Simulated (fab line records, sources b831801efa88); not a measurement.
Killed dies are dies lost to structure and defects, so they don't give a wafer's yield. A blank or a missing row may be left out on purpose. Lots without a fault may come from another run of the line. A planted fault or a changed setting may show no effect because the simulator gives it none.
Which tool did it? | flow gf180mcu | 14 lots, 42 wafers sampled, at 2 steps of a route of 602

WHAT THE GAUGES READ, wafer by wafer
GF_HV_LDD_TW_MEAS_11. Usual: HV_LDD_TW 2381, standard deviation 11.
lot  | measured     | on            | HV_LDD_TW      | flag
L472 | day 9 21:22  | film_metro-02 | 2399 2396 2389 |
L474 | day 10 16:19 | film_metro-01 | 2402 2390 2392 |
L475 | day 10 19:45 | film_metro-01 | 2393 2392 2388 |
L476 | day 11 05:49 | film_metro-03 | 2376 2360 2374 |
L478 | day 11 23:24 | film_metro-03 | 2367 2373 2376 |
L479 | day 11 23:42 | film_metro-03 | 2375 2390 2375 |
L487 | day 14 19:04 | film_metro-03 | 2382 2361 2369 |
L488 | day 15 02:49 | film_metro-02 | 2381 2364 2363 |
L490 | day 15 12:33 | film_metro-02 | 2382 2359 2375 |
L491 | day 15 18:49 | film_metro-02 | 2367 2377 2374 |
L492 | day 16 07:00 | film_metro-01 | 2377 2377 2392 |
L493 | day 16 13:04 | film_metro-01 | 2403 2388 2389 |
L494 | day 16 17:13 | film_metro-02 | 2379 2364 2385 |
L495 | day 17 02:57 | film_metro-02 | 2373 2387 2385 |

GF_HV_LDD_CD_MEAS_19: target cd 400 nm. Usual: cd_nm 399.7 nm, standard deviation 1.9.
lot  | measured     | on        | cd_nm (nm)        | flag
L472 | day 10 14:56 | cd_sem-02 | 401.9 398.6 399.7 |
L474 | day 11 10:55 | cd_sem-02 | 401.2 401.0 403.6 |
L475 | day 11 13:54 | cd_sem-01 | 393.4 395.6 397.6 |
L476 | day 12 00:43 | cd_sem-01 | 399.6 398.5 399.1 |
L478 | day 12 18:38 | cd_sem-02 | 398.2 397.1 399.4 |
L479 | day 12 19:14 | cd_sem-01 | 402.8 402.5 402.3 |
L487 | day 15 16:33 | cd_sem-02 | 399.0 397.7 398.6 |
L488 | day 15 23:55 | cd_sem-02 | 398.1 398.6 400.3 |
L490 | day 16 10:11 | cd_sem-01 | 397.6 398.0 395.9 |
L491 | day 16 16:31 | cd_sem-02 | 399.9 399.9 400.0 |
L492 | day 17 05:06 | cd_sem-01 | 402.1 402.6 400.7 |
L493 | day 17 11:31 | cd_sem-02 | 397.3 399.3 396.8 |
L494 | day 17 16:49 | cd_sem-01 | 400.4 400.0 401.3 |
L495 | day 18 02:17 | cd_sem-01 | 399.4 399.2 396.6 |

WHICH TOOL RAN EACH LOT (tool, then ch and the chambers of the sampled wafers, then the start)
The record holds no process step before these readings.

WHAT THE TOOLS THEMSELVES READ (means of the sampled wafers that have a number; where no wafer has one, the mark that the record gives instead)
The record holds no such reading with a usual standard deviation.

THE ANSWER, worked out from the rows above alone
Rule: a lot is off if the mean of its wafers that have a number lies more than 3 standard deviations from the usual mean. A lot without any number at a reading at which 4 lots or more have one is off too. The other lots that the step has rows for count as sound. The gauges are gone through in route order, then the tools' own readings, and for those a lot's mean is taken as printed above. The first step at which some lot is off is used, and at that step the reading that is off furthest; a lot without a number counts as furthest.
No lot is off at any reading shown: from this, nothing can be told.

WHAT THE SIMULATOR HAD PUT IN
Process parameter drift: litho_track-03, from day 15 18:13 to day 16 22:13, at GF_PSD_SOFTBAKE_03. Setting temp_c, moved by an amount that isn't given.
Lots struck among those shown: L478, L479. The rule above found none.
